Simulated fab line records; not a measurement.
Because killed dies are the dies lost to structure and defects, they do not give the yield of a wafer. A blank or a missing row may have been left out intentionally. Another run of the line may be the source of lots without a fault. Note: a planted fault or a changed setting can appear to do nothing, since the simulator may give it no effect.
A struck lot beside a sound one    flow sky130    14 out of 708 route steps
Sound: the wafers L873.2, L873.4, L873.5. Wafers struck: L880.3, L880.4, L880.6. Last of all comes the cause.
At each step with rows: each side's tool, then ch and its chambers, then its first start. Under that, the readings that differ: sound wafers    struck wafers    difference of the means    sigmas: that difference in standard deviations of wafers without a fault.
alike: same words and numbers on both sides, and readings whose means sit less than 2 such deviations apart. not compared: any withheld reading, any reading some wafer has no value for, any bound like >300 that may hide the same value, and any number with overlapping values for which the record gives no deviation.
A row with sigmas, a row that says differs or no value, or rows on one side alone: a step with any of these is where the two part. When numbers do not overlap yet have no deviation, they are printed without sigmas and do not part them. Lack of a reading on every wafer of one side parts them only where that side has two or more wafers.

first, 2 steps without rows for these wafers: SKY_VIA2_CLEAN_18 (cleans in IPA, time 180 s); SKY_VIA2_CLEAN_19 (cleans in O3/DIW).
SKY_VIA2_SPUTTER_20: material TiN, target thk 20 nm, time 80 s.
  sound on pvd sputter-01 at day 37 20:00; struck on pvd sputter-01 at day 39 23:36
  alike: throttle valve pct
SKY_VIA2_CVD_21: deposits W, target thk 420 nm, time 126.4 s.
  sound on cvd w-01 ch 0,1, day 37 20:04; struck on cvd w-01 ch 0,1, day 39 23:43
  alike: chamber pressure Torr, heater power outer w, heater power w, susceptor temp C
  not compared: since wet clean h
SKY_VIA2_RS_MEAS_22: a four-point-probe measurement.
  sound on film metro-04 at day 37 20:13; struck on film metro-01 at day 39 23:50
  alike: VIA2_W_RS
SKY_VIA2_THK_MEAS_23: measures by xrf.
  sound on film metro-04 at day 37 20:20; struck on film metro-01 at day 39 23:56
  alike: VIA2_W_THK
then, 1 step without rows for these wafers: SKY_VIA2_CMP_24 (polishes, stops on SiO2, t overpolish 20 s, target thk 0 nm).
SKY_METAL3_SPUTTER_00: material Ti, target thk 15 nm, time 10 s.
  sound on pvd sputter-04 at day 37 20:41; struck on pvd sputter-01 at day 40 00:17
  alike: throttle valve pct
SKY_METAL3_SPUTTER_01: material TiN, target thk 20 nm, time 16.7 s.
  sound on pvd sputter-04 at day 37 20:42; struck on pvd sputter-01 at day 40 00:18
  alike: throttle valve pct
then, 2 steps without rows for these wafers: SKY_METAL3_SPUTTER_02 (material AlCu, target thk 735 nm, time 39.1 s); SKY_METAL3_SPUTTER_03 (material Ti, target thk 5 nm, time 3.3 s).
SKY_METAL3_SPUTTER_04: material TiN, target thk 70 nm, time 58.3 s.
  sound on pvd sputter-04 at day 37 20:47; struck on pvd sputter-01 at day 40 00:23
  alike: throttle valve pct
SKY_CAPM_CVD_00: deposits SiO2, target thk 15.5 nm.
  sound on pecvd-02 ch 0,2, day 37 20:50; struck on pecvd-03 ch 1,2, day 40 00:26
  no value came back on the struck wafers for heater power outer w (W), heater power w (W), susceptor temp C (C); on the sound wafers heater power outer w (W) reads 360 363 303
-- the record jumps here: 9 days lie between the struck wafers' starts before and after (it left off in module CAPM and takes up again in module PAD_OPEN, whose first step shown is number 708 of the route) --
SKY_PAD_OPEN_PROBE_99:
  only the struck wafers here have rows in the record (prober-01, day 49 01:14); the sound ones have none

== WHERE THEY PART ==
Last at SKY_PAD_OPEN_PROBE_99 as far as this record goes, first at SKY_CAPM_CVD_00.

WHY: what the simulator had put in
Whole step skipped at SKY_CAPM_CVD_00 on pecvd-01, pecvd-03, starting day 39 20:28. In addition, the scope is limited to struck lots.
